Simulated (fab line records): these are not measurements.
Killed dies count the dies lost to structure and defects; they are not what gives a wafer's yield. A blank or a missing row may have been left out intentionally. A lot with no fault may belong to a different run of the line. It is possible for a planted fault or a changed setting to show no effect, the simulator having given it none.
fab line records :: flow gf180mcu :: part 2 of 2: steps 26 to 35 of 35
record
  lots=5
  wafers=15
  last-day=34
route steps=602 shown M2@365 V2@382
lots untouched by any fault: they come from a run of this same line in which no faults occurred
start-h: hours from the record's opening day to when the first of the lot's shown wafers began :: wait-h: hours from the lot's prior step to this one :: " as in the row above :: L1.1+2: several wafers, shown together as one row :: - no value, or no start given :: * or withheld: withheld :: < > ~ a bound
route shown NAME@n: a module of which the file shows steps, and the number in the route of the first :: usual: mean/standard deviation taken from wafers without a fault :: same: alike in all rows :: chamber/n: place in a boat :: sites: the reading at each site :: _std_site: standard deviation across them :: _edge_site: inner sites' mean taken away from outer sites' mean :: radius-mm: for every site, how far away it sits from the centre of the wafer :: mask NAME#n: copy n :: behind: tool/chamber where the wafer was last shaped :: hold: the reason the lot was held/the length of the hold in hours/how it ended :: device: names the non-switching transistor (n, p or np) :: end of line: the route-end tests of the same wafers :: step lacking rows: just its recipe :: killed: the dies lost at the first sort to structure and to defects; this is not the yield of the wafer :: map: shows each die of a wafer: x if killed, . if not, _ if none is there
set.NAME: the setting that was run; set.NAME@STEP: the one run at that earlier step :: model.NAME: the simulator's own value behind a step, which no gauge read
certain route steps with their lots: each step a table, each wafer a row
services: a tool's chamber out of use, with start hour (start-h, from the record's first day; less than 0 if before it), hours out, and reason
## steps
# step GF_V2_COAT_08
# recipe
  resist=BARC
  temp-c=withheld
  time-s=withheld
  spin-rpm=withheld
  resist-thk-nm=withheld
# usual
  exhaust-pa=45.0/0.94
lot.wafer: L081.3
tool: litho-track-02
chamber: 0
start-h: 525.11
wait-h: 0.1
exhaust-pa: 45.8

lot.wafer: L081.4
tool: litho-track-02
chamber: 0
start-h: 525.11
wait-h: 0.1
exhaust-pa: 45.2

lot.wafer: L081.6
tool: litho-track-02
chamber: 0
start-h: 525.11
wait-h: 0.1
exhaust-pa: 46.8

lot.wafer: L085.3
tool: litho-track-02
chamber: 0
start-h: 547.21
wait-h: 0.1
exhaust-pa: 43.9

lot.wafer: L085.5
tool: litho-track-02
chamber: 0
start-h: 547.21
wait-h: 0.1
exhaust-pa: 44.0

lot.wafer: L085.6
tool: litho-track-02
chamber: 0
start-h: 547.21
wait-h: 0.1
exhaust-pa: 44.5

lot.wafer: L092.3
tool: litho-track-02
chamber: 0
start-h: 605.61
wait-h: 0.1
exhaust-pa: 46.1

lot.wafer: L092.4
tool: litho-track-02
chamber: 0
start-h: 605.61
wait-h: 0.1
exhaust-pa: 45.8

lot.wafer: L092.5
tool: litho-track-02
chamber: 0
start-h: 605.61
wait-h: 0.1
exhaust-pa: 46.9

lot.wafer: L093.2
tool: litho-track-04
chamber: 0
start-h: 609.67
wait-h: 0.1
exhaust-pa: 46.1

lot.wafer: L093.4
tool: litho-track-04
chamber: 0
start-h: 609.67
wait-h: 0.1
exhaust-pa: 46.6

lot.wafer: L093.6
tool: litho-track-04
chamber: 0
start-h: 609.67
wait-h: 0.1
exhaust-pa: 46.5

lot.wafer: L095.2
tool: litho-track-02
chamber: 0
start-h: 625.99
wait-h: 0.1
exhaust-pa: 45.8

lot.wafer: L095.3
tool: litho-track-02
chamber: 0
start-h: 625.99
wait-h: 0.1
exhaust-pa: 44.0

lot.wafer: L095.5
tool: litho-track-02
chamber: 0
start-h: 625.99
wait-h: 0.1
exhaust-pa: 43.1
# step GF_V2_COAT_09
# recipe
  resist=KrF
  spin-rpm=withheld
  resist-thk-nm=1000
# usual
  exhaust-pa=45.0/1.1
lot.wafer: L081.3
tool: litho-track-02
chamber: 0
start-h: -
wait-h: -
exhaust-pa: 45.7

lot.wafer: L081.4
tool: litho-track-02
chamber: 0
start-h: -
wait-h: -
exhaust-pa: 46.0

lot.wafer: L081.6
tool: litho-track-02
chamber: 0
start-h: -
wait-h: -
exhaust-pa: 44.7

lot.wafer: L085.3
tool: litho-track-02
chamber: 0
start-h: -
wait-h: -
exhaust-pa: 45.2

lot.wafer: L085.5
tool: litho-track-02
chamber: 0
start-h: -
wait-h: -
exhaust-pa: 44.9

lot.wafer: L085.6
tool: litho-track-02
chamber: 0
start-h: -
wait-h: -
exhaust-pa: 44.6

lot.wafer: L092.3
tool: litho-track-02
chamber: 0
start-h: -
wait-h: -
exhaust-pa: 45.0

lot.wafer: L092.4
tool: litho-track-02
chamber: 0
start-h: -
wait-h: -
exhaust-pa: 44.6

lot.wafer: L092.5
tool: litho-track-02
chamber: 0
start-h: -
wait-h: -
exhaust-pa: 46.3

lot.wafer: L093.2
tool: litho-track-04
chamber: 0
start-h: -
wait-h: -
exhaust-pa: 43.7

lot.wafer: L093.4
tool: litho-track-04
chamber: 0
start-h: -
wait-h: -
exhaust-pa: 44.1

lot.wafer: L093.6
tool: litho-track-04
chamber: 0
start-h: -
wait-h: -
exhaust-pa: 44.2

lot.wafer: L095.2
tool: litho-track-02
chamber: 0
start-h: -
wait-h: -
exhaust-pa: 44.6

lot.wafer: L095.3
tool: litho-track-02
chamber: 0
start-h: -
wait-h: -
exhaust-pa: 45.7

lot.wafer: L095.5
tool: litho-track-02
chamber: 0
start-h: -
wait-h: -
exhaust-pa: 44.7
# step GF_V2_SOFTBAKE_10
# recipe
  temp-c=130
  time-s=60
  resist=KrF
# usual
  exhaust-pa=44.9/0.83
lot.wafer: L081.3
tool: litho-track-02
chamber: 0
start-h: -
wait-h: -
exhaust-pa: 44.6

lot.wafer: L081.4
tool: litho-track-02
chamber: 0
start-h: -
wait-h: -
exhaust-pa: 44.7

lot.wafer: L081.6
tool: litho-track-02
chamber: 0
start-h: -
wait-h: -
exhaust-pa: 45.7

lot.wafer: L085.3
tool: litho-track-02
chamber: 0
start-h: -
wait-h: -
exhaust-pa: 44.7

lot.wafer: L085.5
tool: litho-track-02
chamber: 0
start-h: -
wait-h: -
exhaust-pa: 44.7

lot.wafer: L085.6
tool: litho-track-02
chamber: 0
start-h: -
wait-h: -
exhaust-pa: 44.7

lot.wafer: L092.3
tool: litho-track-02
chamber: 0
start-h: -
wait-h: -
exhaust-pa: 45.5

lot.wafer: L092.4
tool: litho-track-02
chamber: 0
start-h: -
wait-h: -
exhaust-pa: 45.1

lot.wafer: L092.5
tool: litho-track-02
chamber: 0
start-h: -
wait-h: -
exhaust-pa: 44.3

lot.wafer: L093.2
tool: litho-track-04
chamber: 0
start-h: -
wait-h: -
exhaust-pa: 44.5

lot.wafer: L093.4
tool: litho-track-04
chamber: 0
start-h: -
wait-h: -
exhaust-pa: 45.7

lot.wafer: L093.6
tool: litho-track-04
chamber: 0
start-h: -
wait-h: -
exhaust-pa: 45.2

lot.wafer: L095.2
tool: litho-track-02
chamber: 0
start-h: -
wait-h: -
exhaust-pa: 43.8

lot.wafer: L095.3
tool: litho-track-02
chamber: 0
start-h: -
wait-h: -
exhaust-pa: 45.3

lot.wafer: L095.5
tool: litho-track-02
chamber: 0
start-h: -
wait-h: -
exhaust-pa: 45.8
# step GF_V2_EXPOSE_11
# recipe
  mask-id=Via2
  target-cd-nm=260
  na=0.68
  source-shape=conventional
  sigma-outer=0.6
  dose-mj=38
# usual
  exposure-dose-mJ-cm2=38.18/0.15
  focus-offset-nm=-0.2/0.57
  stage-vel-mm-s=500.02/0.24
lot.wafer: L081.3
tool: krf-scanner-02
chamber: 0
start-h: -
wait-h: -
mask: Via2#0
exposure-dose-mJ-cm2: 38.28
focus-offset-nm: 0.2
stage-vel-mm-s: 500.23

lot.wafer: L081.4
tool: krf-scanner-02
chamber: 0
start-h: -
wait-h: -
mask: Via2#0
exposure-dose-mJ-cm2: 38.31
focus-offset-nm: 0.4
stage-vel-mm-s: 499.94

lot.wafer: L081.6
tool: krf-scanner-02
chamber: 0
start-h: -
wait-h: -
mask: Via2#0
exposure-dose-mJ-cm2: 38.35
focus-offset-nm: -0.1
stage-vel-mm-s: 499.91

lot.wafer: L085.3
tool: krf-scanner-01
chamber: 0
start-h: -
wait-h: -
mask: Via2#0
exposure-dose-mJ-cm2: 37.97
focus-offset-nm: 0.2
stage-vel-mm-s: 500.16

lot.wafer: L085.5
tool: krf-scanner-01
chamber: 0
start-h: -
wait-h: -
mask: Via2#0
exposure-dose-mJ-cm2: 38.00
focus-offset-nm: 0.1
stage-vel-mm-s: 499.69

lot.wafer: L085.6
tool: krf-scanner-01
chamber: 0
start-h: -
wait-h: -
mask: Via2#0
exposure-dose-mJ-cm2: 37.94
focus-offset-nm: -0.1
stage-vel-mm-s: 499.97

lot.wafer: L092.3
tool: krf-scanner-01
chamber: 0
start-h: -
wait-h: -
mask: Via2#0
exposure-dose-mJ-cm2: 37.99
focus-offset-nm: -0.6
stage-vel-mm-s: 500.39

lot.wafer: L092.4
tool: krf-scanner-01
chamber: 0
start-h: -
wait-h: -
mask: Via2#0
exposure-dose-mJ-cm2: 37.94
focus-offset-nm: -0.5
stage-vel-mm-s: 500.20

lot.wafer: L092.5
tool: krf-scanner-01
chamber: 0
start-h: -
wait-h: -
mask: Via2#0
exposure-dose-mJ-cm2: 37.95
focus-offset-nm: -1.6
stage-vel-mm-s: 500.13

lot.wafer: L093.2
tool: krf-scanner-01
chamber: 0
start-h: -
wait-h: -
mask: Via2#0
exposure-dose-mJ-cm2: 37.97
focus-offset-nm: -0.3
stage-vel-mm-s: 499.92

lot.wafer: L093.4
tool: krf-scanner-01
chamber: 0
start-h: -
wait-h: -
mask: Via2#0
exposure-dose-mJ-cm2: 38.00
focus-offset-nm: -0.3
stage-vel-mm-s: 499.52

lot.wafer: L093.6
tool: krf-scanner-01
chamber: 0
start-h: -
wait-h: -
mask: Via2#0
exposure-dose-mJ-cm2: 37.99
focus-offset-nm: -0.5
stage-vel-mm-s: 500.02

lot.wafer: L095.2
tool: krf-scanner-02
chamber: 0
start-h: -
wait-h: -
mask: Via2#0
exposure-dose-mJ-cm2: 38.32
focus-offset-nm: -0.4
stage-vel-mm-s: 500.19

lot.wafer: L095.3
tool: krf-scanner-02
chamber: 0
start-h: -
wait-h: -
mask: Via2#0
exposure-dose-mJ-cm2: 38.34
focus-offset-nm: -0.2
stage-vel-mm-s: 499.99

lot.wafer: L095.5
tool: krf-scanner-02
chamber: 0
start-h: -
wait-h: -
mask: Via2#0
exposure-dose-mJ-cm2: 38.31
focus-offset-nm: 0.0
stage-vel-mm-s: 500.33
# step GF_V2_PEB_12
# recipe
  peb-temp-c=135
  peb-time-s=90
  resist=KrF
# usual
  exhaust-pa=45.1/0.89
lot.wafer: L081.3
tool: litho-track-03
chamber: 0
start-h: -
wait-h: -
exhaust-pa: 43.5

lot.wafer: L081.4
tool: litho-track-03
chamber: 0
start-h: -
wait-h: -
exhaust-pa: 43.2

lot.wafer: L081.6
tool: litho-track-03
chamber: 0
start-h: -
wait-h: -
exhaust-pa: 45.1

lot.wafer: L085.3
tool: litho-track-02
chamber: 0
start-h: -
wait-h: -
exhaust-pa: 44.3

lot.wafer: L085.5
tool: litho-track-02
chamber: 0
start-h: -
wait-h: -
exhaust-pa: 43.9

lot.wafer: L085.6
tool: litho-track-02
chamber: 0
start-h: -
wait-h: -
exhaust-pa: 44.9

lot.wafer: L092.3
tool: litho-track-02
chamber: 0
start-h: -
wait-h: -
exhaust-pa: 45.4

lot.wafer: L092.4
tool: litho-track-02
chamber: 0
start-h: -
wait-h: -
exhaust-pa: 45.0

lot.wafer: L092.5
tool: litho-track-02
chamber: 0
start-h: -
wait-h: -
exhaust-pa: 44.9

lot.wafer: L093.2
tool: litho-track-02
chamber: 0
start-h: -
wait-h: -
exhaust-pa: 46.7

lot.wafer: L093.4
tool: litho-track-02
chamber: 0
start-h: -
wait-h: -
exhaust-pa: 44.9

lot.wafer: L093.6
tool: litho-track-02
chamber: 0
start-h: -
wait-h: -
exhaust-pa: 45.4

lot.wafer: L095.2
tool: litho-track-02
chamber: 0
start-h: -
wait-h: -
exhaust-pa: 46.4

lot.wafer: L095.3
tool: litho-track-02
chamber: 0
start-h: -
wait-h: -
exhaust-pa: 45.9

lot.wafer: L095.5
tool: litho-track-02
chamber: 0
start-h: -
wait-h: -
exhaust-pa: 45.2
# step GF_V2_DEVELOP_13
# recipe
  develop-time-s=60
  resist=KrF
  dev-temp-c=21
# usual
  developer-temp-C=20.99/0.12
  exhaust-pa=45.2/0.97
lot.wafer: L081.3
tool: litho-track-03
chamber: 0
start-h: 536.84
wait-h: 0.1
developer-temp-C: 21.13
exhaust-pa: 44.8

lot.wafer: L081.4
tool: litho-track-03
chamber: 0
start-h: 536.84
wait-h: 0.1
developer-temp-C: 21.10
exhaust-pa: 44.4

lot.wafer: L081.6
tool: litho-track-03
chamber: 0
start-h: 536.84
wait-h: 0.1
developer-temp-C: 21.13
exhaust-pa: 44.0

lot.wafer: L085.3
tool: litho-track-02
chamber: 0
start-h: 558.26
wait-h: 0.1
developer-temp-C: 21.04
exhaust-pa: 42.1

lot.wafer: L085.5
tool: litho-track-02
chamber: 0
start-h: 558.26
wait-h: 0.1
developer-temp-C: 21.00
exhaust-pa: 44.2

lot.wafer: L085.6
tool: litho-track-02
chamber: 0
start-h: 558.26
wait-h: 0.1
developer-temp-C: 20.94
exhaust-pa: 44.4

lot.wafer: L092.3
tool: litho-track-02
chamber: 0
start-h: 615.96
wait-h: 0.1
developer-temp-C: 20.81
exhaust-pa: 47.0

lot.wafer: L092.4
tool: litho-track-02
chamber: 0
start-h: 615.96
wait-h: 0.1
developer-temp-C: 20.86
exhaust-pa: 46.4

lot.wafer: L092.5
tool: litho-track-02
chamber: 0
start-h: 615.96
wait-h: 0.1
developer-temp-C: 20.87
exhaust-pa: 47.8

lot.wafer: L093.2
tool: litho-track-02
chamber: 0
start-h: 620.04
wait-h: 0.2
developer-temp-C: 21.10
exhaust-pa: 46.2

lot.wafer: L093.4
tool: litho-track-02
chamber: 0
start-h: 620.04
wait-h: 0.2
developer-temp-C: 21.10
exhaust-pa: 46.1

lot.wafer: L093.6
tool: litho-track-02
chamber: 0
start-h: 620.04
wait-h: 0.2
developer-temp-C: 21.10
exhaust-pa: 47.4

lot.wafer: L095.2
tool: litho-track-02
chamber: 0
start-h: 636.84
wait-h: 0.2
developer-temp-C: 21.18
exhaust-pa: 45.1

lot.wafer: L095.3
tool: litho-track-02
chamber: 0
start-h: 636.84
wait-h: 0.2
developer-temp-C: 21.13
exhaust-pa: 44.1

lot.wafer: L095.5
tool: litho-track-02
chamber: 0
start-h: 636.84
wait-h: 0.2
developer-temp-C: 20.99
exhaust-pa: 45.7
# step GF_V2_CD_MEAS_14
# recipe
  target-cd-nm=260
# usual
  cd-nm=259.9/1.3
lot.wafer: L081.3
tool: cd-sem-02
chamber: -
start-h: 536.98
wait-h: 0.1
cd-nm: 257.7

lot.wafer: L081.4
tool: cd-sem-02
chamber: -
start-h: 536.98
wait-h: 0.1
cd-nm: 259.5

lot.wafer: L081.6
tool: cd-sem-02
chamber: -
start-h: 536.98
wait-h: 0.1
cd-nm: 258.4

lot.wafer: L085.3
tool: cd-sem-01
chamber: -
start-h: 558.40
wait-h: 0.1
cd-nm: 259.2

lot.wafer: L085.5
tool: cd-sem-01
chamber: -
start-h: 558.40
wait-h: 0.1
cd-nm: 259.5

lot.wafer: L085.6
tool: cd-sem-01
chamber: -
start-h: 558.40
wait-h: 0.1
cd-nm: 258.8

lot.wafer: L092.3
tool: cd-sem-02
chamber: -
start-h: 616.10
wait-h: 0.1
cd-nm: 259.5

lot.wafer: L092.4
tool: cd-sem-02
chamber: -
start-h: 616.10
wait-h: 0.1
cd-nm: 258.7

lot.wafer: L092.5
tool: cd-sem-02
chamber: -
start-h: 616.10
wait-h: 0.1
cd-nm: 259.5

lot.wafer: L093.2
tool: cd-sem-02
chamber: -
start-h: 620.18
wait-h: 0.1
cd-nm: 261.3

lot.wafer: L093.4
tool: cd-sem-02
chamber: -
start-h: 620.18
wait-h: 0.1
cd-nm: 260.4

lot.wafer: L093.6
tool: cd-sem-02
chamber: -
start-h: 620.18
wait-h: 0.1
cd-nm: 260.9

lot.wafer: L095.2
tool: cd-sem-02
chamber: -
start-h: 636.98
wait-h: 0.1
cd-nm: 261.6

lot.wafer: L095.3
tool: cd-sem-02
chamber: -
start-h: 636.98
wait-h: 0.1
cd-nm: 261.5

lot.wafer: L095.5
tool: cd-sem-02
chamber: -
start-h: 636.98
wait-h: 0.1
cd-nm: 261.4
# step GF_V2_OVL_MEAS_15
# usual
  V2_OVL=1/5.5
lot.wafer: L081.3
tool: overlay-01
chamber: -
start-h: 537.07
wait-h: 0.1
V2_OVL[nm]: -3

lot.wafer: L081.4
tool: overlay-01
chamber: -
start-h: 537.07
wait-h: 0.1
V2_OVL[nm]: 2

lot.wafer: L081.6
tool: overlay-01
chamber: -
start-h: 537.07
wait-h: 0.1
V2_OVL[nm]: -7

lot.wafer: L085.3
tool: overlay-01
chamber: -
start-h: 558.49
wait-h: 0.1
V2_OVL[nm]: 7

lot.wafer: L085.5
tool: overlay-01
chamber: -
start-h: 558.49
wait-h: 0.1
V2_OVL[nm]: 9

lot.wafer: L085.6
tool: overlay-01
chamber: -
start-h: 558.49
wait-h: 0.1
V2_OVL[nm]: 3

lot.wafer: L092.3
tool: overlay-01
chamber: -
start-h: 616.19
wait-h: 0.1
V2_OVL[nm]: -5

lot.wafer: L092.4
tool: overlay-01
chamber: -
start-h: 616.19
wait-h: 0.1
V2_OVL[nm]: -1

lot.wafer: L092.5
tool: overlay-01
chamber: -
start-h: 616.19
wait-h: 0.1
V2_OVL[nm]: -10

lot.wafer: L093.2
tool: overlay-01
chamber: -
start-h: 620.29
wait-h: 0.1
V2_OVL[nm]: -1

lot.wafer: L093.4
tool: overlay-01
chamber: -
start-h: 620.29
wait-h: 0.1
V2_OVL[nm]: 5

lot.wafer: L093.6
tool: overlay-01
chamber: -
start-h: 620.29
wait-h: 0.1
V2_OVL[nm]: 0

lot.wafer: L095.2
tool: overlay-02
chamber: -
start-h: 637.09
wait-h: 0.1
V2_OVL[nm]: 5

lot.wafer: L095.3
tool: overlay-02
chamber: -
start-h: 637.09
wait-h: 0.1
V2_OVL[nm]: 7

lot.wafer: L095.5
tool: overlay-02
chamber: -
start-h: 637.09
wait-h: 0.1
V2_OVL[nm]: 8
# step GF_V2_ETCH_16
# recipe
  chemistry=N2/H2
  target-depth-a=withheld
  overetch-a=withheld
  time-s=withheld
  target=BARC
  ion-energy-ev=200
  source-w=500
  bias-w=100
  pressure-mtorr=30
  n2-flow-sccm=100
  h2-flow-sccm=200
# usual
  drypump-motor-current-A=5.8/0.55
  oes-product-au=0.856/0.0047
  throttle-valve-pct=13.226/0.0086
lot.wafer: L081.3
tool: rie-diel-02
chamber: 1
start-h: 537.09
wait-h: 0.0
drypump-motor-current-A: 5.9
oes-product-au: 0.863
throttle-valve-pct: 13.222

lot.wafer: L081.4
tool: rie-diel-02
chamber: 0
start-h: 537.09
wait-h: 0.0
drypump-motor-current-A: 6.2
oes-product-au: 0.858
throttle-valve-pct: 13.223

lot.wafer: L081.6
tool: rie-diel-02
chamber: 3
start-h: 537.09
wait-h: 0.0
drypump-motor-current-A: 5.6
oes-product-au: 0.854
throttle-valve-pct: 13.219

lot.wafer: L085.3
tool: rie-diel-03
chamber: 1
start-h: 558.52
wait-h: 0.0
drypump-motor-current-A: 6.3
oes-product-au: 0.855
throttle-valve-pct: 13.224

lot.wafer: L085.5
tool: rie-diel-03
chamber: 1
start-h: 558.52
wait-h: 0.0
drypump-motor-current-A: 6.3
oes-product-au: 0.855
throttle-valve-pct: 13.236

lot.wafer: L085.6
tool: rie-diel-03
chamber: 2
start-h: 558.52
wait-h: 0.0
drypump-motor-current-A: 5.1
oes-product-au: 0.854
throttle-valve-pct: 13.224

lot.wafer: L092.3
tool: rie-diel-01
chamber: 2
start-h: 616.22
wait-h: 0.0
drypump-motor-current-A: 6.0
oes-product-au: 0.852
throttle-valve-pct: 13.231

lot.wafer: L092.4
tool: rie-diel-01
chamber: 0
start-h: 616.22
wait-h: 0.0
drypump-motor-current-A: 6.2
oes-product-au: 0.853
throttle-valve-pct: 13.219

lot.wafer: L092.5
tool: rie-diel-01
chamber: 2
start-h: 616.22
wait-h: 0.0
drypump-motor-current-A: 6.0
oes-product-au: 0.861
throttle-valve-pct: 13.228

lot.wafer: L093.2
tool: rie-diel-03
chamber: 2
start-h: 620.32
wait-h: 0.0
drypump-motor-current-A: 5.1
oes-product-au: 0.855
throttle-valve-pct: 13.220

lot.wafer: L093.4
tool: rie-diel-03
chamber: 0
start-h: 620.32
wait-h: 0.0
drypump-motor-current-A: 4.9
oes-product-au: 0.864
throttle-valve-pct: 13.238

lot.wafer: L093.6
tool: rie-diel-03
chamber: 0
start-h: 620.32
wait-h: 0.0
drypump-motor-current-A: 4.9
oes-product-au: 0.856
throttle-valve-pct: 13.228

lot.wafer: L095.2
tool: rie-diel-02
chamber: 1
start-h: 637.12
wait-h: 0.0
drypump-motor-current-A: 5.8
oes-product-au: 0.854
throttle-valve-pct: 13.222

lot.wafer: L095.3
tool: rie-diel-02
chamber: 3
start-h: 637.12
wait-h: 0.0
drypump-motor-current-A: 5.6
oes-product-au: 0.859
throttle-valve-pct: 13.221

lot.wafer: L095.5
tool: rie-diel-02
chamber: 1
start-h: 637.12
wait-h: 0.0
drypump-motor-current-A: 5.8
oes-product-au: 0.862
throttle-valve-pct: 13.215
# step GF_V2_ETCH_17
# recipe
  chemistry=C4F8/O2/Ar
  mask-material=KrF
  target=SiO2
  stop-on=TiN
  source-w=1500
  bias-w=1200
  pressure-mtorr=40
  c4f8-flow-sccm=withheld
  O2_flow_sccm=6
  Ar_flow_sccm=300
  time-s=withheld
  target-depth-a=6300
# usual
  oes-product-au=0.856/0.0042
lot.wafer: L081.3
tool: rie-diel-02
chamber: 1
start-h: -
wait-h: -
oes-product-au: 0.858

lot.wafer: L081.4
tool: rie-diel-02
chamber: 0
start-h: -
wait-h: -
oes-product-au: 0.852

lot.wafer: L081.6
tool: rie-diel-02
chamber: 3
start-h: -
wait-h: -
oes-product-au: 0.861

lot.wafer: L085.3
tool: rie-diel-03
chamber: 1
start-h: -
wait-h: -
oes-product-au: 0.857

lot.wafer: L085.5
tool: rie-diel-03
chamber: 1
start-h: -
wait-h: -
oes-product-au: 0.857

lot.wafer: L085.6
tool: rie-diel-03
chamber: 2
start-h: -
wait-h: -
oes-product-au: 0.852

lot.wafer: L092.3
tool: rie-diel-01
chamber: 2
start-h: -
wait-h: -
oes-product-au: 0.857

lot.wafer: L092.4
tool: rie-diel-01
chamber: 0
start-h: -
wait-h: -
oes-product-au: 0.859

lot.wafer: L092.5
tool: rie-diel-01
chamber: 2
start-h: -
wait-h: -
oes-product-au: 0.856

lot.wafer: L093.2
tool: rie-diel-03
chamber: 2
start-h: -
wait-h: -
oes-product-au: 0.856

lot.wafer: L093.4
tool: rie-diel-03
chamber: 0
start-h: -
wait-h: -
oes-product-au: 0.858

lot.wafer: L093.6
tool: rie-diel-03
chamber: 0
start-h: -
wait-h: -
oes-product-au: 0.858

lot.wafer: L095.2
tool: rie-diel-02
chamber: 1
start-h: -
wait-h: -
oes-product-au: 0.853

lot.wafer: L095.3
tool: rie-diel-02
chamber: 3
start-h: -
wait-h: -
oes-product-au: 0.858

lot.wafer: L095.5
tool: rie-diel-02
chamber: 1
start-h: -
wait-h: -
oes-product-au: 0.854
## services
tool: pvd-sputter-01
chamber: -
start-h: 497.76
hours: 3.2
kind: repair

tool: rie-diel-02
chamber: 1
start-h: 497.82
hours: 2.6
kind: repair

tool: cmp-02
chamber: -
start-h: 501.17
hours: 1.5
kind: repair

tool: krf-scanner-02
chamber: -
start-h: 503.67
hours: 1.3
kind: pm

tool: hdpcvd-02
chamber: 2
start-h: 504.93
hours: 4.2
kind: repair

tool: pvd-sputter-02
chamber: -
start-h: 508.32
hours: 3.8
kind: repair

tool: krf-scanner-02
chamber: -
start-h: 513.24
hours: 0.6
kind: repair

tool: krf-scanner-01
chamber: -
start-h: 514.11
hours: 10.3
kind: repair

tool: pvd-sputter-01
chamber: -
start-h: 514.59
hours: 2.9
kind: repair

tool: krf-scanner-01
chamber: -
start-h: 524.41
hours: 1.3
kind: pm

tool: krf-scanner-02
chamber: -
start-h: 528.91
hours: 0.2
kind: repair

tool: pvd-sputter-01
chamber: -
start-h: 539.82
hours: 2.8
kind: repair

tool: krf-scanner-02
chamber: -
start-h: 545.69
hours: 1.0
kind: pm

tool: hdpcvd-02
chamber: 0
start-h: 553.24
hours: 9.7
kind: repair

tool: rie-diel-02
chamber: 2
start-h: 561.04
hours: 13.7
kind: repair

tool: krf-scanner-02
chamber: -
start-h: 564.24
hours: 4.0
kind: pm

tool: krf-scanner-01
chamber: -
start-h: 565.37
hours: 0.4
kind: repair

tool: cmp-02
chamber: -
start-h: 568.09
hours: 4.8
kind: pm

tool: krf-scanner-02
chamber: -
start-h: 568.65
hours: 0.8
kind: pm

tool: krf-scanner-01
chamber: -
start-h: 573.40
hours: 0.8
kind: pm

tool: pvd-sputter-02
chamber: -
start-h: 580.18
hours: 5.9
kind: repair

tool: krf-scanner-01
chamber: -
start-h: 588.51
hours: 1.0
kind: repair

tool: krf-scanner-01
chamber: -
start-h: 613.45
hours: 1.0
kind: pm

tool: krf-scanner-02
chamber: -
start-h: 621.83
hours: 0.2
kind: repair
